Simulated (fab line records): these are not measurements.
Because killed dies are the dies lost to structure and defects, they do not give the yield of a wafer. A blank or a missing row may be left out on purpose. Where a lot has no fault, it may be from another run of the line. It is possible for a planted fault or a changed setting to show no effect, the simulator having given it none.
fab line records -- flow sky130 -- part 2 of 2: steps 31 to 40 of 40
[record] lots = 5, wafers = 15, lastDay = 50
route steps=708 shown CAPM@550 METAL3@555 VIA3@573
lots with no fault: from the same line, run without faults
startH: start of the lot's first displayed wafer, in hours after the record's first day -- waitH: hours from the lot's prior step to this one -- " repeats the value in the row above -- L1.1+2: several wafers, shown together as one row -- - value missing, or start not given -- * or withheld: withheld -- < > ~ a bound
route shown NAME@n: names a module that has steps shown in the file, with the first one's number in the route -- usual: mean and standard deviation over wafers with no fault -- same: alike in all rows -- chamber/n: place in a boat -- sites: per-site readings -- _std_site: how widely they spread, as a standard deviation -- _edge_site: outer sites' mean less inner sites' -- radiusMm: how far each site lies from the wafer's centre -- mask NAME#n: copy n -- behind: the tool/chamber that last shaped the wafer -- hold: cause of the lot's hold/its duration in hours/its outcome -- device: the n, p or np transistor that did not switch -- end of line: the same wafers' tests at the end of the route -- where a step has no rows: the recipe by itself -- killed: the dies lost at the first sort to structure and to defects; this is not the yield of the wafer -- map: the dies of a wafer, with x for killed, . for not killed, _ for no die there
set.NAME: setting as actually run; set.NAME@STEP: the setting as run at that earlier step -- model.NAME: the simulator's own value behind a step, which no gauge read
lots at selected steps of the route; one table per step, one row per wafer
services: from which hour (startH, from the record's first day; less than 0 if before it) a tool's chamber was out of use, for how many hours, and why
[[steps]]
[step SKY_VIA3_COAT_07]
[recipe] resist = KrF-thick, spinRpm = 3000, resistThkNm = 450
lot.wafer,tool,chamber,startH,waitH
L076.3+5+6,lithoTrack-04,0,-,-
L081.4+5+6,lithoTrack-03,0,-,-
L092.3+4+5,lithoTrack-02,0,-,-
L093.1+2+3,lithoTrack-03,0,-,-
L094.1+2+6,lithoTrack-04,0,-,-
[step SKY_VIA3_SOFTBAKE_08]
[recipe] tempC = 100, timeS = 90, resist = KrF-thick
lot.wafer,tool,chamber,startH,waitH
L076.3+5+6,lithoTrack-04,0,-,-
L081.4+5+6,lithoTrack-03,0,-,-
L092.3+4+5,lithoTrack-02,0,-,-
L093.1+2+3,lithoTrack-03,0,-,-
L094.1+2+6,lithoTrack-04,0,-,-
[step SKY_VIA3_EXPOSE_09]
[recipe] maskId = VIM3, na = 0.8, sourceShape = annular, sigmaInner = 0.55, sigmaOuter = 0.85, targetCdNm = 200, doseMj = 38
[usual] reticleTempC = 22.98/0.09
[same] sigmaInner = 0.55
lot.wafer,tool,chamber,startH,waitH,mask,reticleTempC
L076.3,krfScanner-02,0,-,-,VIM3#0,22.97
L076.5,krfScanner-02,0,-,-,VIM3#0,22.93
L076.6,krfScanner-02,0,-,-,VIM3#0,22.88
L081.4,krfScanner-01,0,-,-,VIM3#0,23.04
L081.5,krfScanner-01,0,-,-,VIM3#0,22.95
L081.6,krfScanner-01,0,-,-,VIM3#0,23.04
L092.3,krfScanner-02,0,-,-,VIM3#0,23.02
L092.4,krfScanner-02,0,-,-,VIM3#0,22.86
L092.5,krfScanner-02,0,-,-,VIM3#0,22.98
L093.1,krfScanner-02,0,-,-,VIM3#0,22.91
L093.2,krfScanner-02,0,-,-,VIM3#0,22.88
L093.3,krfScanner-02,0,-,-,VIM3#0,22.98
L094.1,krfScanner-01,0,-,-,VIM3#0,22.95
L094.2,krfScanner-01,0,-,-,VIM3#0,22.95
L094.6,krfScanner-01,0,-,-,VIM3#0,22.84
[step SKY_VIA3_PEB_10]
[recipe] pebTempC = withheld, pebTimeS = withheld, resist = KrF-thick
lot.wafer,tool,chamber,startH,waitH
L076.3+5+6,lithoTrack-03,0,-,-
L081.4+5+6,lithoTrack-03,0,-,-
L092.3+4+5,lithoTrack-04,0,-,-
L093.1+2+3,lithoTrack-02,0,-,-
L094.1+2+6,lithoTrack-04,0,-,-
[step SKY_VIA3_DEVELOP_11]
[recipe] developTimeS = 60, resist = KrF-thick, devTempC = 21
lot.wafer,tool,chamber,startH,waitH
L076.3+5+6,lithoTrack-03,0,-,-
L081.4+5+6,lithoTrack-03,0,-,-
L092.3+4+5,lithoTrack-04,0,-,-
L093.1+2+3,lithoTrack-02,0,-,-
L094.1+2+6,lithoTrack-04,0,-,-
[step SKY_VIA3_CD_MEAS_12]
[recipe] targetCdNm = 200
[usual] cdNm = 200.5/1.6
lot.wafer,tool,chamber,startH,waitH,cdNm
L076.3,cdSem-01,-,954.86,-,200.8
L076.5,cdSem-01,-,954.86,-,201.0
L076.6,cdSem-01,-,954.86,-,200.3
L081.4,cdSem-01,-,997.13,-,196.7
L081.5,cdSem-01,-,997.13,-,196.5
L081.6,cdSem-01,-,997.13,-,196.6
L092.3,cdSem-01,-,1060.51,-,200.0
L092.4,cdSem-01,-,1060.51,-,198.6
L092.5,cdSem-01,-,1060.51,-,198.3
L093.1,cdSem-01,-,1067.70,-,201.7
L093.2,cdSem-01,-,1067.70,-,203.1
L093.3,cdSem-01,-,1067.70,-,201.3
L094.1,cdSem-01,-,1087.27,-,200.5
L094.2,cdSem-01,-,1087.27,-,200.3
L094.6,cdSem-01,-,1087.27,-,200.6
[step SKY_VIA3_OVL_MEAS_13]
[usual] VIA3_OVL = 0/5.8
lot.wafer,tool,chamber,startH,waitH,VIA3_OVL[nm]
L076.3,overlay-01,-,954.95,0.1,-5
L076.5,overlay-01,-,954.95,0.1,1
L076.6,overlay-01,-,954.95,0.1,-9
L081.4,overlay-02,-,997.21,0.1,5
L081.5,overlay-02,-,997.21,0.1,0
L081.6,overlay-02,-,997.21,0.1,5
L092.3,overlay-02,-,1060.60,0.1,-5
L092.4,overlay-02,-,1060.60,0.1,-5
L092.5,overlay-02,-,1060.60,0.1,-1
L093.1,overlay-01,-,1067.82,0.1,-9
L093.2,overlay-01,-,1067.82,0.1,-10
L093.3,overlay-01,-,1067.82,0.1,-11
L094.1,overlay-01,-,1087.39,0.1,-1
L094.2,overlay-01,-,1087.39,0.1,7
L094.6,overlay-01,-,1087.39,0.1,-3
[step SKY_VIA3_ETCH_14]
[recipe] chemistry = N2/H2, target = BARC, ionEnergyEv = 200, sourceW = 500, biasW = 100, pressureMtorr = 30, n2FlowSccm = 100, h2FlowSccm = 200, stopOn = SiO2, timeS = 45.9, targetDepthA = 600
[usual] drypumpMotorCurrentA = 5.8/0.43, oesProductAu = 0.854/0.0051, throttleValvePct = 13.225/0.0093
lot.wafer,tool,chamber,startH,waitH,drypumpMotorCurrentA,oesProductAu,rfHoursCounterH,throttleValvePct
L076.3,rieDiel-01,2,954.98,0.0,5.8,0.858,17,13.228
L076.5,rieDiel-01,0,954.98,0.0,6.1,0.856,-,13.219
L076.6,rieDiel-01,3,954.98,0.0,5.0,0.849,-,13.244
L081.4,rieDiel-01,0,997.23,0.0,6.1,0.853,15,13.230
L081.5,rieDiel-01,1,997.23,0.0,6.2,0.857,-,13.212
L081.6,rieDiel-01,0,997.23,0.0,6.1,0.858,-,13.238
L092.3,rieDiel-03,2,1060.63,0.0,6.2,0.848,20,13.238
L092.4,rieDiel-03,0,1060.63,0.0,5.7,0.852,7,13.220
L092.5,rieDiel-03,3,1060.63,0.0,5.3,0.854,-,13.224
L093.1,rieDiel-03,3,1067.86,0.0,5.3,0.850,28,13.222
L093.2,rieDiel-03,2,1067.86,0.0,6.2,0.847,20,13.235
L093.3,rieDiel-03,1,1067.86,0.0,6.6,0.860,25,13.212
L094.1,rieDiel-01,2,1087.43,0.0,5.8,0.849,20,13.220
L094.2,rieDiel-01,3,1087.43,0.0,5.0,0.850,13,13.222
L094.6,rieDiel-01,0,1087.43,0.0,6.1,0.863,-,13.220
[step SKY_VIA3_ETCH_15]
[recipe] target = SiO2, chemistry = C4F8/O2/Ar, targetDepthNm = 507, stopOn = TiN, maskMaterial = KrF-thick, sourceW = 1500, biasW = 1200, pressureMtorr = 40, c4f8FlowSccm = withheld, O2_flow_sccm = 6, Ar_flow_sccm = 300, timeS = 78
[usual] oesProductAu = 0.946/0.005
lot.wafer,tool,chamber,startH,waitH,oesProductAu,rfHoursCounterH
L076.3,rieDiel-01,2,955.02,0.0,0.949,17
L076.5,rieDiel-01,0,955.02,0.0,0.950,-
L076.6,rieDiel-01,3,955.02,0.0,0.950,-
L081.4,rieDiel-01,0,997.27,0.0,0.949,15
L081.5,rieDiel-01,1,997.27,0.0,0.954,-
L081.6,rieDiel-01,0,997.27,0.0,0.944,-
L092.3,rieDiel-03,2,1060.67,0.0,0.949,20
L092.4,rieDiel-03,0,1060.67,0.0,0.944,7
L092.5,rieDiel-03,3,1060.67,0.0,0.954,-
L093.1,rieDiel-03,3,1067.90,0.0,0.944,28
L093.2,rieDiel-03,2,1067.90,0.0,0.942,20
L093.3,rieDiel-03,1,1067.90,0.0,0.943,25
L094.1,rieDiel-01,2,1087.47,0.0,0.957,20
L094.2,rieDiel-01,3,1087.47,0.0,0.948,13
L094.6,rieDiel-01,0,1087.47,0.0,0.941,-
[step SKY_VIA3_STRIP_16]
[recipe] chemistry = O2/N2, powerW = 1400, pressureMtorr = 1500, platenTempC = withheld, o2FlowSccm = 3000, n2FlowSccm = 300, overashFraction = 0.5
[usual] drypumpMotorCurrentA = 5.8/0.31, o2FlowSccm = 3001/9.8, oesProductAu = 0.402/0.0049, stripTimeToEndpointS = 4.13/0.041
lot.wafer,tool,chamber,startH,waitH,drypumpMotorCurrentA,o2FlowSccm,oesProductAu,rfHoursCounterH,stripTimeToEndpointS
L076.3,plasmaAsher-03,1,955.11,0.1,5.9,2995,0.409,-,4.17
L076.5,plasmaAsher-03,0,955.11,0.1,6.1,3011,0.405,-,4.20
L076.6,plasmaAsher-03,1,955.11,0.1,5.8,3007,0.399,-,4.20
L081.4,plasmaAsher-01,0,997.36,0.1,6.0,3015,0.397,-,4.19
L081.5,plasmaAsher-01,0,997.36,0.1,6.0,3013,0.395,-,4.11
L081.6,plasmaAsher-01,1,997.36,0.1,5.5,3002,0.402,-,4.16
L092.3,plasmaAsher-03,1,1060.76,0.1,5.8,3011,0.400,-,4.08
L092.4,plasmaAsher-03,0,1060.76,0.1,6.0,3000,0.402,-,4.13
L092.5,plasmaAsher-03,1,1060.76,0.1,5.8,3011,0.397,-,4.11
L093.1,plasmaAsher-03,0,1067.96,0.0,6.0,3022,0.399,64,4.15
L093.2,plasmaAsher-03,1,1067.96,0.0,5.9,2994,0.401,64,4.11
L093.3,plasmaAsher-03,0,1067.96,0.0,6.0,3018,0.395,-,4.15
L094.1,plasmaAsher-01,0,1087.53,0.0,6.0,2988,0.404,94,4.18
L094.2,plasmaAsher-01,1,1087.53,0.0,5.4,3003,0.400,94,4.16
L094.6,plasmaAsher-01,0,1087.53,0.0,6.0,2993,0.409,-,4.16
[[services]]
tool,chamber,startH,hours,kind
wetBench-01,-,878.39,1.9,pm
rieDiel-03,-,884.56,0.2,repair
krfScanner-02,-,887.12,0.8,pm
wetBench-04,-,895.84,36.9,pm
plasmaAsher-03,-,900.15,2.8,pm
wetBench-02,-,907.28,8.0,repair
rieDiel-03,0,912.96,3.5,repair
plasmaAsher-03,-,920.68,1.0,repair
krfScanner-01,-,925.96,4.0,pm
plasmaAsher-01,-,931.62,1.1,repair
rieMetal-04,0,946.43,21.8,repair
krfScanner-01,-,974.76,1.0,pm
plasmaAsher-04,-,975.90,1.7,repair
krfScanner-01,-,979.04,0.8,pm
krfScanner-02,-,979.79,1.3,pm
rieMetal-04,-,985.59,14.6,pm
plasmaAsher-04,-,991.81,4.0,repair
krfScanner-01,-,996.87,0.7,repair
krfScanner-01,-,1007.78,4.4,pm
krfScanner-01,-,1014.76,1.3,pm
krfScanner-02,-,1039.30,1.0,pm
rieDiel-01,-,1049.59,15.6,pm
krfScanner-02,-,1055.84,0.8,pm
wetBench-03,-,1076.47,5.4,repair
